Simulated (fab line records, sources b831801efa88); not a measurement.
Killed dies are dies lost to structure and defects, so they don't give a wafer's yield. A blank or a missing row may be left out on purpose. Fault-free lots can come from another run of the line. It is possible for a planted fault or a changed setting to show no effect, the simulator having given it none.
Which tool did it? :: flow sfqLine :: 7 lots, 20 wafers sampled, at 2 steps of a route of 325

## WHAT EACH GAUGE READ, for each wafer
SFQ_I3_OVL_MEAS_923.
lot: L682
measured: day 36 12:40
on: overlay-01
I3_OVL (nm): 10 4 8

lot: L684
measured: day 37 05:27
on: overlay-01
I3_OVL (nm): 7 5 -1

lot: L686
measured: day 38 04:16
on: overlay-02
I3_OVL (nm): 8 13 9

lot: L688
measured: day 38 11:11
on: overlay-01
I3_OVL (nm): -4 2 -5

lot: L697
measured: day 45 04:28
on: overlay-02
I3_OVL (nm): 10 16

lot: L699
measured: day 45 08:03
on: overlay-02
I3_OVL (nm): 2 4 3

lot: L704
measured: day 50 03:08
on: overlay-01
I3_OVL (nm): 1 0 -2

## EACH LOT AND THE TOOL THAT RAN IT (in order: tool; ch and the chambers of the sampled wafers; start)
lot: L682
SFQ_TRILAYER_L0_BARC_OPEN_METAL_ETCH_010: rieMetal-02 ch 0,1, day 2 12:48

lot: L684
SFQ_TRILAYER_L0_BARC_OPEN_METAL_ETCH_010: rieMetal-01 ch 0,1, day 4 15:58

lot: L686
SFQ_TRILAYER_L0_BARC_OPEN_METAL_ETCH_010: rieMetal-02 ch 0, day 5 11:34

lot: L688
SFQ_TRILAYER_L0_BARC_OPEN_METAL_ETCH_010: rieMetal-01 ch 0,1, day 5 22:18

lot: L697
SFQ_TRILAYER_L0_BARC_OPEN_METAL_ETCH_010: rieMetal-01 ch 1, day 8 12:56

lot: L699
SFQ_TRILAYER_L0_BARC_OPEN_METAL_ETCH_010: rieMetal-03 ch 0,1, day 8 23:44

lot: L704
SFQ_TRILAYER_L0_BARC_OPEN_METAL_ETCH_010: rieMetal-02 ch 1, day 10 06:56
- SFQ_TRILAYER_L0_BARC_OPEN_METAL_ETCH_010: etches BARC in O2, target depth 125 nm, time 41.7 s.

## THE ANSWER, worked out from the rows above alone
Rule: usual is defined by the lots themselves. The widest of any qualifying gaps counts: lots, ordered by their means at a reading, are off when they make up no more than a third of the lots, leave a main group of 4 or more, and stand apart from it by 3 or more times the standard deviation of that group's means. Not used: any main group whose means are identical at the precision the tables above print for the reading. A lot without any number at a reading at which 4 lots or more have one is off too. Any other lot the step has rows for is counted as sound.
No lot is off at any reading shown: from this, nothing can be told.

## WHAT WAS PUT IN BY THE SIMULATOR
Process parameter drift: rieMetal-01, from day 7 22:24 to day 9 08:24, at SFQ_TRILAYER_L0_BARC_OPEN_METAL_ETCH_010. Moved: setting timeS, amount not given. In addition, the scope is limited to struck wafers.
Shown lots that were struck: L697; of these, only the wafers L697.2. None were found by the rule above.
